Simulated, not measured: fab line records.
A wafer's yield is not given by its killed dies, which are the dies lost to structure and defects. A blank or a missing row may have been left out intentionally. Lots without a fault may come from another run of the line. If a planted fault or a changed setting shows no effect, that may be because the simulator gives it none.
Which tool is to blame? | flow sky130 | 13 lots with 39 wafers sampled at 6 steps, on a route of 708 steps

== WHAT EACH GAUGE READ, for each wafer ==
SKY_METAL4_CD_MEAS_13 targets a cd of 300 nm. Usual: cd_nm reads 299.6 nm (standard deviation 1.6).
lot  | measured     | on        | cd_nm (nm)        | flag
L291 | day 42 01:53 | cd_sem-02 | 299.8 298.4 299.5 |
L292 | day 42 08:52 | cd_sem-01 | 300.7 300.4 300.9 |
L294 | day 43 08:07 | cd_sem-01 | 298.9 298.4 299.3 |
L295 | day 43 15:30 | cd_sem-01 | 301.1 301.0 300.9 |
L296 | day 43 19:10 | cd_sem-02 | 296.2 298.3 299.5 |
L297 | day 44 08:46 | cd_sem-02 | 300.0 299.7 299.7 |
L300 | day 45 01:49 | cd_sem-01 | 299.5 299.9 299.9 |
L301 | day 45 02:10 | cd_sem-01 | 300.0 300.4 301.0 |
L302 | day 45 13:43 | cd_sem-02 | 299.1 299.2 300.1 |
L306 | day 46 05:07 | cd_sem-01 | 298.8 297.8 299.5 |
L305 | day 46 07:42 | cd_sem-02 | 299.1 298.8 300.8 |
L311 | day 47 12:30 | cd_sem-02 | 302.0 300.5 301.7 |
L313 | day 48 02:23 | cd_sem-01 | 299.6 299.9 299.0 |

SKY_METAL4_OVL_MEAS_14. Usual: METAL4_OVL gives -2 nm (standard deviation 5.5).
lot  | measured     | on         | METAL4_OVL (nm) | flag
L291 | day 42 01:59 | overlay-02 | -8 -3 -8        |
L292 | day 42 08:57 | overlay-02 | 1 11 -4         |
L294 | day 43 08:14 | overlay-02 | -13 -6 -3       |
L295 | day 43 15:35 | overlay-01 | 2 -3 -2         |
L296 | day 43 19:17 | overlay-01 | -4 -4 2         |
L297 | day 44 08:53 | overlay-02 | -2 -3 -2        |
L300 | day 45 01:56 | overlay-02 | 0 -6 -5         |
L301 | day 45 02:17 | overlay-01 | -4 4 5          |
L302 | day 45 13:50 | overlay-01 | 4 -6 -3         |
L306 | day 46 05:14 | overlay-01 | 0 -2 -1         |
L305 | day 46 07:49 | overlay-02 | -1 1 0          |
L311 | day 47 12:36 | overlay-01 | -2 2 9          |
L313 | day 48 02:29 | overlay-02 | -2 -1 -3        |

SKY_METAL5_RS_MEAS_05: a four-point-probe measurement. Usual: METAL5_ALCU_RS gives 0.02714 ohm/sq (standard deviation 0.00028).
lot  | measured     | on            | METAL5_ALCU_RS (ohm/sq) | flag
L291 | day 43 05:03 | film_metro-01 | 0.02749 0.02765 0.02714 |
L292 | day 43 11:38 | film_metro-04 | 0.0278 0.02749 0.02776  |
L294 | day 44 10:32 | film_metro-04 | 0.02685 0.02668 0.02677 |
L295 | day 44 17:52 | film_metro-04 | 0.02701 0.02734 0.02743 |
L296 | day 44 21:07 | film_metro-02 | 0.02704 0.02729 0.02706 |
L297 | day 45 10:01 | film_metro-02 | 0.02729 0.02731 0.02714 |
L300 | day 46 02:19 | film_metro-02 | 0.02684 0.02682 0.02672 |
L301 | day 46 03:16 | film_metro-04 | 0.02701 0.02701 0.02707 |
L302 | day 46 14:13 | film_metro-02 | 0.02709 0.0273 0.02729  |
L306 | day 47 05:16 | film_metro-02 | 0.02701 0.02707 0.02713 |
L305 | day 47 07:01 | film_metro-04 | 0.01891 0.01897 0.02741 | OFF
L311 | day 48 10:40 | film_metro-04 | 0.02694 0.02727 0.02687 |
L313 | day 49 00:44 | film_metro-02 | 0.02713 0.02727 0.02733 |

SKY_METAL5_THK_MEAS_06: measures by xrf. Usual: METAL5_ALCU_THK gives 1150 nm (standard deviation 11).
lot  | measured     | on            | METAL5_ALCU_THK (nm) | flag
L291 | day 43 05:10 | film_metro-01 | 1143 1142 1161       |
L292 | day 43 11:43 | film_metro-04 | 1124 1139 1126       |
L294 | day 44 10:40 | film_metro-04 | 1156 1158 1162       |
L295 | day 44 17:58 | film_metro-04 | 1150 1138 1137       |
L296 | day 44 21:14 | film_metro-02 | 1156 1144 1154       |
L297 | day 45 10:08 | film_metro-02 | 1143 1133 1157       |
L300 | day 46 02:26 | film_metro-02 | 1165 1161 1166       |
L301 | day 46 03:23 | film_metro-04 | 1163 1160 1157       |
L302 | day 46 14:20 | film_metro-02 | 1150 1139 1139       |
L306 | day 47 05:22 | film_metro-02 | 1156 1152 1153       |
L305 | day 47 07:08 | film_metro-04 | 1648 1650 1147       | OFF
L311 | day 48 10:46 | film_metro-04 | 1156 1141 1160       |
L313 | day 49 00:50 | film_metro-02 | 1145 1142 1148       |

== EACH LOT AND THE TOOL THAT RAN IT (in order: tool; ch and the chambers of the sampled wafers; start) ==
lot  | SKY_VIA4_CMP_02               | SKY_METAL5_SPUTTER_02
L291 | cmp-01 ch 0,1,2, day 42 03:15 | pvd_sputter-03, day 43 04:55
L292 | cmp-01 ch 1,2,3, day 42 10:28 | pvd_sputter-03, day 43 11:27
L294 | cmp-02 ch 0,2,3, day 43 09:45 | pvd_sputter-04, day 44 10:26
L295 | cmp-02 ch 0,1,2, day 43 17:03 | pvd_sputter-03, day 44 17:42
L296 | cmp-02 ch 0,1,3, day 43 20:34 | pvd_sputter-02, day 44 21:00
L297 | cmp-01 ch 0,1,3, day 44 10:41 | pvd_sputter-02, day 45 09:54
L300 | cmp-01 ch 2,3, day 45 03:10   | pvd_sputter-04, day 46 02:11
L301 | cmp-02 ch 0,2, day 45 03:32   | pvd_sputter-02, day 46 03:08
L302 | cmp-01 ch 0,2, day 45 15:07   | pvd_sputter-02, day 46 14:05
L306 | cmp-02 ch 0,1,2, day 46 07:00 | pvd_sputter-04, day 47 05:08
L305 | cmp-02 ch 0,1,3, day 46 09:11 | pvd_sputter-02, day 47 06:54
L311 | cmp-01 ch 0,1,2, day 47 13:56 | pvd_sputter-04, day 48 10:30
L313 | cmp-01 ch 0,1,3, day 48 03:41 | pvd_sputter-04, day 49 00:34
- SKY_VIA4_CMP_02: polishes SiO2.
- SKY_METAL5_SPUTTER_02: material AlCu, target thk 1150 nm, time 61.2 s.

== AS READ BY THE TOOLS THEMSELVES (means over the sampled wafers that have a number; for cases with no such wafer, the mark the record gives instead) ==
SKY_VIA4_CMP_02. Usual: motor_current_A 11.6 A, standard deviation 1.5; retaining_ring_pressure_frac 0.999, standard deviation 0.0047.
lot  | tool   | motor_current_A (A) | retaining_ring_pressure_frac | flag
L291 | cmp-01 | 12.3                | 1.002                        |
L292 | cmp-01 | 11.8                | 0.997                        |
L294 | cmp-02 | 11.5                | 1.001                        |
L295 | cmp-02 | 11.0                | 0.995                        |
L296 | cmp-02 | 11.3                | 1.004                        |
L297 | cmp-01 | 10.9                | 0.999                        |
L300 | cmp-01 | 11.6                | 1.000                        |
L301 | cmp-02 | 11.6                | 0.998                        |
L302 | cmp-01 | 13.2                | 0.999                        |
L306 | cmp-02 | 10.8                | 1.000                        |
L305 | cmp-02 | 11.9                | 0.995                        |
L311 | cmp-01 | 12.4                | 0.999                        |
L313 | cmp-01 | 10.8                | 1.001                        |

SKY_METAL5_SPUTTER_02. Usual: throttle_valve_pct reads 30.5 % (standard deviation 1.3).
lot  | tool           | throttle_valve_pct (%) | flag
L291 | pvd_sputter-03 | 29.8                   |
L292 | pvd_sputter-03 | 29.9                   |
L294 | pvd_sputter-04 | 29.7                   |
L295 | pvd_sputter-03 | 29.9                   |
L296 | pvd_sputter-02 | 31.3                   |
L297 | pvd_sputter-02 | 32.3                   |
L300 | pvd_sputter-04 | 30.2                   |
L301 | pvd_sputter-02 | 31.9                   |
L302 | pvd_sputter-02 | 30.1                   |
L306 | pvd_sputter-04 | 30.3                   |
L305 | pvd_sputter-02 | 31.9                   |
L311 | pvd_sputter-04 | 29.8                   |
L313 | pvd_sputter-04 | 30.4                   |

== THE ANSWER, worked out from the rows above alone ==
Rule: a lot counts as off when the mean over its wafers that have a number is more than 3 standard deviations away from the usual mean. A lot without any number at a reading at which 4 lots or more have one is off too. The other lots that the step has rows for count as sound. After the gauges, taken in route order, come the tools' own readings; for these a lot's mean is taken, as printed above. At the first step where some lot is off, the reading lying furthest off is the one used; lots without a number count as furthest.
Off: L305, seen at SKY_METAL5_RS_MEAS_05 (METAL5_ALCU_RS).
If a tool, at a process step before that reading, ran all the lots that are off and no sound lot after the first of them, it fits. Those tools and the gauges at SKY_METAL5_RS_MEAS_05 are tried in the same way. This does not decide it: 2 tools fit, namely cmp-02 at SKY_VIA4_CMP_02 and pvd_sputter-02 at SKY_METAL5_SPUTTER_02.

== WHAT THE SIMULATOR HAD INSERTED ==
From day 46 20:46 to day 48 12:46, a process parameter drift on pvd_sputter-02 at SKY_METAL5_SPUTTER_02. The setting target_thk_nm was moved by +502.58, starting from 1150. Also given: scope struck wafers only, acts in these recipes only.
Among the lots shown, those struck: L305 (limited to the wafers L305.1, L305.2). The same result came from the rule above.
